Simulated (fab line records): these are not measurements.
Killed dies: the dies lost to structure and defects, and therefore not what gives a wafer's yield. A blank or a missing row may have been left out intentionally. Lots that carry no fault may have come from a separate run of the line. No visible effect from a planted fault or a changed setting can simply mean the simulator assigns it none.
fab line records ; flow sky130 ; part 1 of 2: steps 1 to 29 of 40
record lots=5; wafers=15; last-day=50
route steps=708 shown METAL1@435 VIA1@458
lots untouched by any fault: they come from a run of this same line in which no faults occurred
start-h: hours from the record's opening day to when the first of the lot's shown wafers began ; wait-h: hours from the lot's prior step to this one ; " as in the row above ; L1.1+2: one row covering several wafers at once ; - either no value or no given start ; * or withheld: withheld ; < > ~ a bound
route shown NAME@n: names a module that has steps shown in the file, with the first one's number in the route ; usual: the fault-free wafers' mean and standard deviation ; same: alike in all rows ; chamber/n: place in a boat ; sites: the reading at each site ; _std_site: the standard deviation of these ; _edge_site: the outer-site mean with the inner-site mean subtracted ; radius-mm: for every site, how far away it sits from the centre of the wafer ; mask NAME#n: copy n ; behind: tool/chamber where the wafer was last shaped ; hold: why the lot went on hold/how many hours it stayed there/how the hold came to an end ; device: the transistor (n, p or np) that didn't switch ; end of line: the route-end tests of the same wafers ; a step given without rows: its recipe and nothing more ; killed: the dies lost at the first sort to structure and to defects; this is not the yield of the wafer ; map: dies across one wafer; x = killed, . = not, _ = none there
set.NAME: the setting that was run; set.NAME@STEP: the one run at that earlier step ; model.NAME: the simulator's own value behind a step, which no gauge read
lots at selected steps of the route; one table per step, one row per wafer
services: a tool's chamber out of use, with start hour (start-h, from the record's first day; less than 0 if before it), hours out, and reason
## steps
# step SKY_METAL1_SPUTTER_01
# recipe material=TiN; target-thk-nm=20; power-w=6500; time-s=16.7; chamber-pressure-pa=0.4
# usual cathode-dc-power-W=6499.9/1.1; throttle-valve-pct=30.5/0.97
lot.wafer;tool;chamber;start-h;wait-h;cathode-dc-power-W;throttle-valve-pct
L074.1;pvd-sputter-02;-;729.92;0.0;6498.2;29.1
L074.5;pvd-sputter-02;-;729.92;0.0;6498.9;29.3
L074.6;pvd-sputter-02;-;729.92;0.0;6499.7;30.7
L075.2;pvd-sputter-01;-;739.83;0.0;6499.5;29.2
L075.4;pvd-sputter-01;-;739.83;0.0;6498.4;30.6
L075.6;pvd-sputter-01;-;739.83;0.0;6500.2;28.9
L079.2;pvd-sputter-02;-;768.07;0.0;6501.8;31.7
L079.4;pvd-sputter-02;-;768.07;0.0;6501.2;29.1
L079.5;pvd-sputter-02;-;768.07;0.0;6499.1;32.1
L081.2;pvd-sputter-04;-;791.94;0.0;6499.5;29.8
L081.5;pvd-sputter-04;-;791.94;0.0;6500.1;29.8
L081.6;pvd-sputter-04;-;791.94;0.0;6498.8;29.9
L097.2;pvd-sputter-04;-;906.49;0.0;6499.6;29.6
L097.4;pvd-sputter-04;-;906.49;0.0;6499.5;30.6
L097.5;pvd-sputter-04;-;906.49;0.0;6499.3;29.3
# step SKY_METAL1_SPUTTER_02
# recipe material=AlCu; target-thk-nm=250; power-w=10600; time-s=13.3; chamber-pressure-pa=0.4
# usual cathode-dc-power-W=10600/1.7; throttle-valve-pct=30.5/0.97
lot.wafer;tool;chamber;start-h;wait-h;cathode-dc-power-W;throttle-valve-pct
L074.1;pvd-sputter-02;-;729.95;0.0;10600;29.2
L074.5;pvd-sputter-02;-;729.95;0.0;10599;29.0
L074.6;pvd-sputter-02;-;729.95;0.0;10599;31.2
L075.2;pvd-sputter-01;-;739.85;0.0;10600;28.8
L075.4;pvd-sputter-01;-;739.85;0.0;10598;30.8
L075.6;pvd-sputter-01;-;739.85;0.0;10596;28.8
L079.2;pvd-sputter-02;-;768.09;0.0;10597;31.6
L079.4;pvd-sputter-02;-;768.09;0.0;10602;29.2
L079.5;pvd-sputter-02;-;768.09;0.0;10600;32.2
L081.2;pvd-sputter-04;-;791.96;0.0;10600;30.2
L081.5;pvd-sputter-04;-;791.96;0.0;10598;29.3
L081.6;pvd-sputter-04;-;791.96;0.0;10601;30.0
L097.2;pvd-sputter-04;-;906.51;0.0;10601;29.7
L097.4;pvd-sputter-04;-;906.51;0.0;10600;30.5
L097.5;pvd-sputter-04;-;906.51;0.0;10597;29.8
# step SKY_METAL1_SPUTTER_03
# recipe material=Ti; target-thk-nm=5; power-w=3000; time-s=3.3; chamber-pressure-pa=0.4
# usual cathode-dc-power-W=3000.0/0.59; throttle-valve-pct=30.5/0.98
lot.wafer;tool;chamber;start-h;wait-h;cathode-dc-power-W;throttle-valve-pct
L074.1;pvd-sputter-02;-;729.97;0.0;3000.1;29.2
L074.5;pvd-sputter-02;-;729.97;0.0;3000.3;29.0
L074.6;pvd-sputter-02;-;729.97;0.0;2999.4;31.2
L075.2;pvd-sputter-01;-;739.88;0.0;2999.9;29.0
L075.4;pvd-sputter-01;-;739.88;0.0;3000.5;31.0
L075.6;pvd-sputter-01;-;739.88;0.0;3000.3;29.0
L079.2;pvd-sputter-02;-;768.12;0.0;2999.6;31.8
L079.4;pvd-sputter-02;-;768.12;0.0;2999.5;29.0
L079.5;pvd-sputter-02;-;768.12;0.0;3000.3;32.0
L081.2;pvd-sputter-04;-;791.99;0.0;2999.9;29.9
L081.5;pvd-sputter-04;-;791.99;0.0;3000.1;29.6
L081.6;pvd-sputter-04;-;791.99;0.0;2999.7;30.1
L097.2;pvd-sputter-04;-;906.54;0.0;3000.2;29.5
L097.4;pvd-sputter-04;-;906.54;0.0;2999.3;30.4
L097.5;pvd-sputter-04;-;906.54;0.0;3000.6;29.5
# step SKY_METAL1_SPUTTER_04
# recipe material=TiN; target-thk-nm=70; power-w=6500; time-s=58.3; chamber-pressure-pa=0.4
# usual cathode-dc-power-W=6500.0/1.2; throttle-valve-pct=30.5/0.98
lot.wafer;tool;chamber;start-h;wait-h;cathode-dc-power-W;throttle-valve-pct
L074.1;pvd-sputter-02;-;729.99;0.0;6500.5;29.0
L074.5;pvd-sputter-02;-;729.99;0.0;6500.3;29.0
L074.6;pvd-sputter-02;-;729.99;0.0;6498.9;30.8
L075.2;pvd-sputter-01;-;739.90;0.0;6499.2;29.1
L075.4;pvd-sputter-01;-;739.90;0.0;6501.7;30.6
L075.6;pvd-sputter-01;-;739.90;0.0;6500.8;29.1
L079.2;pvd-sputter-02;-;768.14;0.0;6500.1;31.8
L079.4;pvd-sputter-02;-;768.14;0.0;6499.9;29.1
L079.5;pvd-sputter-02;-;768.14;0.0;6500.3;31.8
L081.2;pvd-sputter-04;-;792.01;0.0;6498.7;29.9
L081.5;pvd-sputter-04;-;792.01;0.0;6499.6;29.5
L081.6;pvd-sputter-04;-;792.01;0.0;6500.8;29.7
L097.2;pvd-sputter-04;-;906.56;0.0;6500.3;29.3
L097.4;pvd-sputter-04;-;906.56;0.0;6499.7;30.2
L097.5;pvd-sputter-04;-;906.56;0.0;6499.3;29.6
# step SKY_METAL1_RS_MEAS_05
# recipe thk-meas-gauge=four-point-probe; reads=TiN_of_METAL1_SPUTTER_04+Ti_of_METAL1_SPUTTER_03+AlCu_of_METAL1_SPUTTER_02+TiN_of_METAL1_SPUTTER_01+Ti_of_METAL1_SPUTTER_00
# usual METAL1_ALCU_RS=0.1258/0.0013
lot.wafer;tool;chamber;start-h;wait-h;METAL1_ALCU_RS[ohm/sq]
L074.1;film-metro-02;-;730.04;0.0;0.1275
L074.5;film-metro-02;-;730.04;0.0;0.1274
L074.6;film-metro-02;-;730.04;0.0;0.1271
L075.2;film-metro-04;-;739.96;0.0;0.1265
L075.4;film-metro-04;-;739.96;0.0;0.1245
L075.6;film-metro-04;-;739.96;0.0;0.1272
L079.2;film-metro-04;-;768.20;0.0;0.1267
L079.4;film-metro-04;-;768.20;0.0;0.1255
L079.5;film-metro-04;-;768.20;0.0;0.1250
L081.2;film-metro-03;-;792.07;0.0;0.1264
L081.5;film-metro-03;-;792.07;0.0;0.1271
L081.6;film-metro-03;-;792.07;0.0;0.1275
L097.2;film-metro-03;-;906.62;0.0;0.1244
L097.4;film-metro-03;-;906.62;0.0;0.1252
L097.5;film-metro-03;-;906.62;0.0;0.1247
# step SKY_METAL1_THK_MEAS_06
# recipe thk-meas-gauge=xrf; reads=AlCu_of_METAL1_SPUTTER_02
# usual METAL1_ALCU_THK=248/3.1
lot.wafer;tool;chamber;start-h;wait-h;METAL1_ALCU_THK[nm]
L074.1;film-metro-02;-;730.16;0.1;245
L074.5;film-metro-02;-;730.16;0.1;246
L074.6;film-metro-02;-;730.16;0.1;243
L075.2;film-metro-04;-;740.07;0.1;248
L075.4;film-metro-04;-;740.07;0.1;252
L075.6;film-metro-04;-;740.07;0.1;248
L079.2;film-metro-04;-;768.31;0.1;248
L079.4;film-metro-04;-;768.31;0.1;251
L079.5;film-metro-04;-;768.31;0.1;252
L081.2;film-metro-03;-;792.18;0.1;251
L081.5;film-metro-03;-;792.18;0.1;247
L081.6;film-metro-03;-;792.18;0.1;243
L097.2;film-metro-03;-;906.73;0.1;252
L097.4;film-metro-03;-;906.73;0.1;251
L097.5;film-metro-03;-;906.73;0.1;252
# step SKY_METAL1_DEHYDRATE_07
# recipe temp-c=200; time-s=60
lot.wafer;tool;chamber;start-h;wait-h
L074.1+5+6;litho-track-01;0;742.97;12.8
L075.2+4+6;litho-track-04;0;753.84;13.8
L079.2+4+5;litho-track-03;0;781.25;12.9
L081.2+5+6;litho-track-01;0;805.00;12.8
L097.2+4+5;litho-track-04;0;918.89;12.1
# step SKY_METAL1_HMDS_08
# recipe prime-time-s=60; prime-temp-c=120
lot.wafer;tool;chamber;start-h;wait-h
L074.1+5+6;litho-track-01;0;743.12;0.1
L075.2+4+6;litho-track-04;0;753.99;0.1
L079.2+4+5;litho-track-03;0;781.40;0.1
L081.2+5+6;litho-track-01;0;805.15;0.1
L097.2+4+5;litho-track-04;0;919.04;0.1
# step SKY_METAL1_COAT_09
# recipe resist=BARC; temp-c=withheld; time-s=withheld; spin-rpm=3000; resist-thk-nm=59.4
lot.wafer;tool;chamber;start-h;wait-h
L074.1+5+6;litho-track-01;0;743.27;0.1
L075.2+4+6;litho-track-04;0;754.14;0.1
L079.2+4+5;litho-track-03;0;781.55;0.1
L081.2+5+6;litho-track-01;0;805.30;0.1
L097.2+4+5;litho-track-04;0;919.19;0.1
# step SKY_METAL1_COAT_10
# recipe resist=KrF-thick; spin-rpm=3000; resist-thk-nm=450
lot.wafer;tool;chamber;start-h;wait-h
L074.1+5+6;litho-track-01;0;-;-
L075.2+4+6;litho-track-04;0;-;-
L079.2+4+5;litho-track-03;0;-;-
L081.2+5+6;litho-track-01;0;-;-
L097.2+4+5;litho-track-04;0;-;-
# step SKY_METAL1_SOFTBAKE_11
# recipe temp-c=100; time-s=90; resist=KrF-thick
lot.wafer;tool;chamber;start-h;wait-h
L074.1+5+6;litho-track-01;0;-;-
L075.2+4+6;litho-track-04;0;-;-
L079.2+4+5;litho-track-03;0;-;-
L081.2+5+6;litho-track-01;0;-;-
L097.2+4+5;litho-track-04;0;-;-
# step SKY_METAL1_EXPOSE_12
# recipe mask-id=MM1; na=0.8; source-shape=annular; sigma-inner=0.55; sigma-outer=0.85; target-cd-nm=140; dose-mj=28
# same sigma-outer=0.85
lot.wafer;tool;chamber;start-h;wait-h;mask
L074.1+5+6;krf-scanner-01;0;-;-;MM1#0
L075.2+4+6;krf-scanner-01;0;-;-;MM1#0
L079.2+4+5;krf-scanner-01;0;-;-;MM1#0
L081.2+5+6;krf-scanner-02;0;-;-;MM1#0
L097.2+4+5;krf-scanner-01;0;-;-;MM1#0
# step SKY_METAL1_PEB_13
# recipe peb-temp-c=withheld; peb-time-s=withheld; resist=KrF-thick
lot.wafer;tool;chamber;start-h;wait-h
L074.1+5+6;litho-track-01;0;-;-
L075.2+4+6;litho-track-03;0;-;-
L079.2+4+5;litho-track-01;0;-;-
L081.2+5+6;litho-track-03;0;-;-
L097.2+4+5;litho-track-04;0;-;-
# step SKY_METAL1_DEVELOP_14
# recipe develop-time-s=60; resist=KrF-thick; dev-temp-c=21
lot.wafer;tool;chamber;start-h;wait-h
L074.1+5+6;litho-track-01;0;-;-
L075.2+4+6;litho-track-03;0;-;-
L079.2+4+5;litho-track-01;0;-;-
L081.2+5+6;litho-track-03;0;-;-
L097.2+4+5;litho-track-04;0;-;-
# step SKY_METAL1_CD_MEAS_15
# recipe target-cd-nm=140
# usual cd-nm=140.2/1.5
lot.wafer;tool;chamber;start-h;wait-h;cd-nm
L074.1;cd-sem-01;-;757.12;-;142.1
L074.5;cd-sem-01;-;757.12;-;139.7
L074.6;cd-sem-01;-;757.12;-;139.2
L075.2;cd-sem-02;-;766.95;-;138.2
L075.4;cd-sem-02;-;766.95;-;139.3
L075.6;cd-sem-02;-;766.95;-;140.0
L079.2;cd-sem-01;-;794.39;-;138.1
L079.4;cd-sem-01;-;794.39;-;138.5
L079.5;cd-sem-01;-;794.39;-;136.9
L081.2;cd-sem-01;-;818.95;-;139.9
L081.5;cd-sem-01;-;818.95;-;139.5
L081.6;cd-sem-01;-;818.95;-;141.7
L097.2;cd-sem-02;-;931.73;-;141.0
L097.4;cd-sem-02;-;931.73;-;142.1
L097.5;cd-sem-02;-;931.73;-;142.0
# step SKY_METAL1_OVL_MEAS_16
# usual METAL1_OVL=-2/5.5
lot.wafer;tool;chamber;start-h;wait-h;METAL1_OVL[nm]
L074.1;overlay-02;-;757.24;0.1;-5
L074.5;overlay-02;-;757.24;0.1;9
L074.6;overlay-02;-;757.24;0.1;2
L075.2;overlay-02;-;767.05;0.1;-5
L075.4;overlay-02;-;767.05;0.1;-5
L075.6;overlay-02;-;767.05;0.1;-7
L079.2;overlay-02;-;794.50;0.1;-2
L079.4;overlay-02;-;794.50;0.1;-8
L079.5;overlay-02;-;794.50;0.1;6
L081.2;overlay-01;-;819.05;0.1;-6
L081.5;overlay-01;-;819.05;0.1;-2
L081.6;overlay-01;-;819.05;0.1;-1
L097.2;overlay-01;-;931.84;0.1;4
L097.4;overlay-01;-;931.84;0.1;2
L097.5;overlay-01;-;931.84;0.1;1
# step SKY_METAL1_DESCUM_17
# recipe chemistry=O2; source-power-w=150; bias-power-w=0; pressure-mtorr=10; temp-c=40; time-s=8
# usual drypump-motor-current-A=5.95/0.24; oes-product-au=0.999/0.013
# same bias-power-w=0
lot.wafer;tool;chamber;start-h;wait-h;drypump-motor-current-A;oes-product-au;rf-hours-counter-h
L074.1;rie-metal-02;0;757.28;0.0;5.91;0.988;10
L074.5;rie-metal-02;1;757.28;0.0;5.71;1.005;-
L074.6;rie-metal-02;0;757.28;0.0;5.87;0.991;-
L075.2;rie-metal-01;0;767.08;0.0;5.76;0.988;9
L075.4;rie-metal-01;0;767.08;0.0;5.75;0.987;-
L075.6;rie-metal-01;0;767.08;0.0;5.76;1.000;-
L079.2;rie-metal-01;1;794.53;0.0;5.78;0.990;15
L079.4;rie-metal-01;1;794.53;0.0;5.78;0.981;-
L079.5;rie-metal-01;1;794.53;0.0;5.83;0.989;-
L081.2;rie-metal-04;0;819.08;0.0;6.38;1.010;11
L081.5;rie-metal-04;0;819.08;0.0;6.38;1.015;-
L081.6;rie-metal-04;1;819.08;0.0;5.98;1.001;-
L097.2;rie-metal-04;0;931.87;0.0;6.39;1.023;17
L097.4;rie-metal-04;1;931.87;0.0;5.96;1.005;-
L097.5;rie-metal-04;1;931.87;0.0;5.96;0.997;-
# step SKY_METAL1_ETCH_18
# recipe chemistry=N2/H2; target=BARC; ion-energy-ev=200; bias-w=100; pressure-mtorr=30; n2-flow-sccm=100; h2-flow-sccm=200; icp-w=500; stop-on=SiO2; time-s=45.9; target-depth-a=600
# usual bias-w=99.93/0.28; drypump-motor-current-A=5.96/0.24; oes-product-au=0.851/0.005; throttle-valve-pct=13.225/0.0086
lot.wafer;tool;chamber;start-h;wait-h;bias-w;drypump-motor-current-A;oes-product-au;rf-hours-counter-h;throttle-valve-pct
L074.1;rie-metal-02;0;757.31;0.0;100.20;5.91;0.841;10;13.240
L074.5;rie-metal-02;1;757.31;0.0;99.77;5.70;0.847;-;13.224
L074.6;rie-metal-02;0;757.31;0.0;99.96;5.91;0.849;-;13.229
L075.2;rie-metal-01;0;767.11;0.0;100.03;5.75;0.863;9;13.222
L075.4;rie-metal-01;0;767.11;0.0;100.06;5.73;0.858;-;13.224
L075.6;rie-metal-01;0;767.11;0.0;99.71;5.75;0.852;-;13.240
L079.2;rie-metal-01;1;794.56;0.0;100.15;5.83;0.853;15;13.221
L079.4;rie-metal-01;1;794.56;0.0;100.10;5.82;0.854;-;13.218
L079.5;rie-metal-01;1;794.56;0.0;99.80;5.84;0.855;-;13.226
L081.2;rie-metal-04;0;819.11;0.0;99.97;6.40;0.844;11;13.225
L081.5;rie-metal-04;0;819.11;0.0;99.87;6.36;0.852;-;13.228
L081.6;rie-metal-04;1;819.11;0.0;100.17;6.00;0.853;-;13.227
L097.2;rie-metal-04;0;931.90;0.0;99.92;6.40;0.851;17;13.214
L097.4;rie-metal-04;1;931.90;0.0;100.09;6.03;0.849;-;13.212
L097.5;rie-metal-04;1;931.90;0.0;99.29;5.97;0.852;-;13.212
# step SKY_METAL1_METAL_ETCH_19
# recipe target-depth-a=3600; stop-on=SiO2; over-etch-frac=0.3; time-s=78; chemistry=Cl2/BCl3; resist-sidewall-deg=88; pressure-mtorr=10; icp-w=900; bias-w=48.5; Cl2_flow_sccm=60; bcl3-flow-sccm=30
# usual bias-w=48.49/0.14; drypump-motor-current-A=5.94/0.24; oes-product-au=0.857/0.0059; throttle-valve-pct=22.266/0.009
lot.wafer;tool;chamber;start-h;wait-h;bias-w;drypump-motor-current-A;oes-product-au;rf-hours-counter-h;throttle-valve-pct
L074.1;rie-metal-02;0;757.37;0.0;48.36;5.88;0.853;11;22.272
L074.5;rie-metal-02;1;757.37;0.0;48.70;5.69;0.847;-;22.256
L074.6;rie-metal-02;0;757.37;0.0;48.49;5.88;0.854;-;22.269
L075.2;rie-metal-01;0;767.18;0.0;48.38;5.75;0.852;9;22.272
L075.4;rie-metal-01;0;767.18;0.0;48.45;5.74;0.858;-;22.265
L075.6;rie-metal-01;0;767.18;0.0;48.45;5.74;0.857;-;22.276
L079.2;rie-metal-01;1;794.62;0.0;48.53;5.82;0.851;15;22.272
L079.4;rie-metal-01;1;794.62;0.0;48.64;5.81;0.850;-;22.261
L079.5;rie-metal-01;1;794.62;0.0;48.56;5.79;0.859;-;22.250
L081.2;rie-metal-04;0;819.18;0.0;48.67;6.36;0.858;11;22.260
L081.5;rie-metal-04;0;819.18;0.0;48.80;6.37;0.860;-;22.254
L081.6;rie-metal-04;1;819.18;0.0;48.43;5.96;0.859;-;22.279
L097.2;rie-metal-04;0;931.97;0.0;48.37;6.37;0.861;17;22.257
L097.4;rie-metal-04;1;931.97;0.0;48.64;5.93;0.858;-;22.257
L097.5;rie-metal-04;1;931.97;0.0;48.54;6.01;0.863;-;22.258
# step SKY_METAL1_STRIP_20
# recipe chemistry=O2/N2; power-w=1400; pressure-mtorr=1500; platen-temp-c=withheld; o2-flow-sccm=3000; n2-flow-sccm=300; overash-fraction=0.5
# usual drypump-motor-current-A=6.12/0.29; oes-product-au=0.342/0.005; strip-time-to-endpoint-s=2.69/0.057
lot.wafer;tool;chamber;start-h;wait-h;drypump-motor-current-A;oes-product-au;rf-hours-counter-h;strip-time-to-endpoint-s
L074.1;plasma-asher-03;1;757.46;0.1;6.32;0.342;94;2.70
L074.5;plasma-asher-03;0;757.46;0.1;6.18;0.341;-;2.69
L074.6;plasma-asher-03;1;757.46;0.1;6.31;0.337;-;2.70
L075.2;plasma-asher-03;0;767.27;0.1;6.20;0.343;95;2.76
L075.4;plasma-asher-03;0;767.27;0.1;6.22;0.348;-;2.75
L075.6;plasma-asher-03;1;767.27;0.1;6.28;0.351;-;2.74
L079.2;plasma-asher-03;1;794.71;0.1;6.33;0.346;98;2.72
L079.4;plasma-asher-03;0;794.71;0.1;6.18;0.338;-;2.74
L079.5;plasma-asher-03;0;794.71;0.1;6.21;0.344;-;2.76
L081.2;plasma-asher-02;1;819.27;0.1;6.08;0.344;7;2.64
L081.5;plasma-asher-02;1;819.27;0.1;6.07;0.345;-;2.63
L081.6;plasma-asher-02;0;819.27;0.1;6.68;0.341;-;2.66
L097.2;plasma-asher-02;0;932.06;0.1;6.71;0.338;18;2.63
L097.4;plasma-asher-02;1;932.06;0.1;6.04;0.343;-;2.68
L097.5;plasma-asher-02;0;932.06;0.1;6.70;0.331;-;2.68
# step SKY_METAL1_STRIP_21
# recipe chemistry=post-etch-residue-remover; time-s=1200; temp-c=72.5
lot.wafer;tool;chamber;start-h;wait-h
L074.1+5+6;wet-bench-01;0;757.56;0.1
L075.2+4+6;wet-bench-04;1;767.37;0.1
L079.2+4+5;wet-bench-04;2;794.81;0.1
L081.2+5+6;wet-bench-04;3;819.37;0.1
L097.2+4+5;wet-bench-01;2;932.16;0.1
# step SKY_METAL1_CLEAN_22
# recipe chemistry=IPA; time-s=180; temp-c=25
lot.wafer;tool;chamber;start-h;wait-h
L074.1+5+6;wet-bench-03;2;757.90;0.0
L075.2+4+6;wet-bench-03;1;767.71;0.0
L079.2+4+5;wet-bench-01;1;795.15;0.0
L081.2+5+6;wet-bench-01;0;819.71;0.0
L097.2+4+5;wet-bench-04;3;932.50;0.0
# step SKY_METAL1_CLEAN_23
# recipe chemistry=O3/DIW; dry=n2-spin
lot.wafer;tool;chamber;start-h;wait-h
L074.1+5+6;wet-bench-01;1;757.97;0.0
L075.2+4+6;wet-bench-01;1;767.77;0.0
L079.2+4+5;wet-bench-04;1;795.21;0.0
L081.2+5+6;wet-bench-04;2;819.77;0.0
L097.2+4+5;wet-bench-03;0;932.56;0.0
# step SKY_VIA1_HDPCVD_00
# recipe material=SiO2; target-thk-nm=1030; sigma-open-frac=0.3; time-s=171.7; temp-c=400; sih4-flow-sccm=60; pressure-mtorr=6
lot.wafer;tool;chamber;start-h;wait-h
L074.1+5+6;hdpcvd-01;2,1,2;758.06;0.0
L075.2+4+6;hdpcvd-01;2,0,2;767.86;0.0
L079.2+4+5;hdpcvd-02;1,2,1;795.30;0.0
L081.2+5+6;hdpcvd-02;0,0,2;819.86;0.0
L097.2+4+5;hdpcvd-02;1,2,0;932.65;0.0
# step SKY_VIA1_THK_MEAS_01
# recipe reads=SiO2_of_VIA1_HDPCVD_00
# usual VIA1_HDPCVD_THK=1027/14
lot.wafer;tool;chamber;start-h;wait-h;VIA1_HDPCVD_THK[nm]
L074.1;film-metro-03;-;758.23;0.1;1024
L074.5;film-metro-03;-;758.23;0.1;1031
L074.6;film-metro-03;-;758.23;0.1;1023
L075.2;film-metro-03;-;767.98;0.1;1019
L075.4;film-metro-03;-;767.98;0.1;1018
L075.6;film-metro-03;-;767.98;0.1;1022
L079.2;film-metro-03;-;795.43;0.1;1016
L079.4;film-metro-03;-;795.43;0.1;1010
L079.5;film-metro-03;-;795.43;0.1;1015
L081.2;film-metro-02;-;819.98;0.1;1024
L081.5;film-metro-02;-;819.98;0.1;1020
L081.6;film-metro-02;-;819.98;0.1;1028
L097.2;film-metro-02;-;932.77;0.1;1011
L097.4;film-metro-02;-;932.77;0.1;1010
L097.5;film-metro-02;-;932.77;0.1;1002
# step SKY_VIA1_CMP_02
# recipe material=SiO2; down-force-psi=4; platen-rpm=60; pad-velocity-m-s=0.94248
# usual head-pressure-psi=3.999/0.0084; motor-current-A=12.8/1.6; slurry-flow-ml-min=149.9/0.45
lot.wafer;tool;chamber;start-h;wait-h;head-pressure-psi;motor-current-A;slurry-flow-ml-min
L074.1;cmp-02;1;758.34;0.1;4.012;11.4;150.1
L074.5;cmp-02;0;758.34;0.1;4.005;12.2;149.6
L074.6;cmp-02;1;758.34;0.1;3.990;11.2;149.1
L075.4;cmp-01;1;768.03;0.0;3.997;12.1;150.0
L075.2;cmp-01;0;768.03;0.0;4.006;11.6;150.6
L075.6;cmp-01;2;768.03;0.0;3.996;13.1;149.8
L079.4;cmp-02;1;795.53;0.1;3.998;11.4;151.1
L079.2;cmp-02;2;795.53;0.1;3.987;13.6;149.5
L079.5;cmp-02;0;795.53;0.1;3.989;11.6;149.9
L081.2;cmp-01;0;820.13;0.1;4.013;11.5;150.5
L081.5;cmp-01;2;820.13;0.1;3.998;12.3;149.1
L081.6;cmp-01;3;820.13;0.1;3.997;11.4;149.3
L097.4;cmp-02;3;932.82;0.0;4.005;15.7;150.0
L097.2;cmp-02;2;932.82;0.0;4.001;13.9;150.8
L097.5;cmp-02;3;932.82;0.0;4.002;14.0;149.9
# step SKY_VIA1_BOW_MEAS_03
# recipe mode=bow
# usual VIA1_BOW=81/6.9
lot.wafer;tool;chamber;start-h;wait-h;VIA1_BOW[um]
L074.1;film-metro-01;-;758.59;0.2;86
L074.5;film-metro-01;-;758.59;0.2;95
L074.6;film-metro-01;-;758.59;0.2;93
L075.2;film-metro-01;-;768.35;0.1;81
L075.4;film-metro-01;-;768.35;0.1;83
L075.6;film-metro-01;-;768.35;0.1;80
L079.2;film-metro-01;-;795.80;0.2;88
L079.4;film-metro-01;-;795.80;0.2;71
L079.5;film-metro-01;-;795.80;0.2;77
L081.2;film-metro-02;-;820.35;0.2;72
L081.5;film-metro-02;-;820.35;0.2;80
L081.6;film-metro-02;-;820.35;0.2;88
L097.2;film-metro-01;-;933.14;0.1;83
L097.4;film-metro-01;-;933.14;0.1;83
L097.5;film-metro-01;-;933.14;0.1;83
# step SKY_VIA1_DEHYDRATE_04
# recipe temp-c=200; time-s=60
lot.wafer;tool;chamber;start-h;wait-h
L074.1+5+6;litho-track-01;0;771.32;12.7
L075.2+4+6;litho-track-02;0;781.70;13.3
L079.2+4+5;litho-track-03;0;809.20;13.4
L081.2+5+6;litho-track-03;0;833.15;12.8
L097.2+4+5;litho-track-03;0;944.60;11.4
# step SKY_VIA1_HMDS_05
# recipe prime-time-s=60; prime-temp-c=120
lot.wafer;tool;chamber;start-h;wait-h
L074.1+5+6;litho-track-01;0;771.47;0.1
L075.2+4+6;litho-track-02;0;781.85;0.1
L079.2+4+5;litho-track-03;0;809.35;0.1
L081.2+5+6;litho-track-03;0;833.30;0.1
L097.2+4+5;litho-track-03;0;944.75;0.1
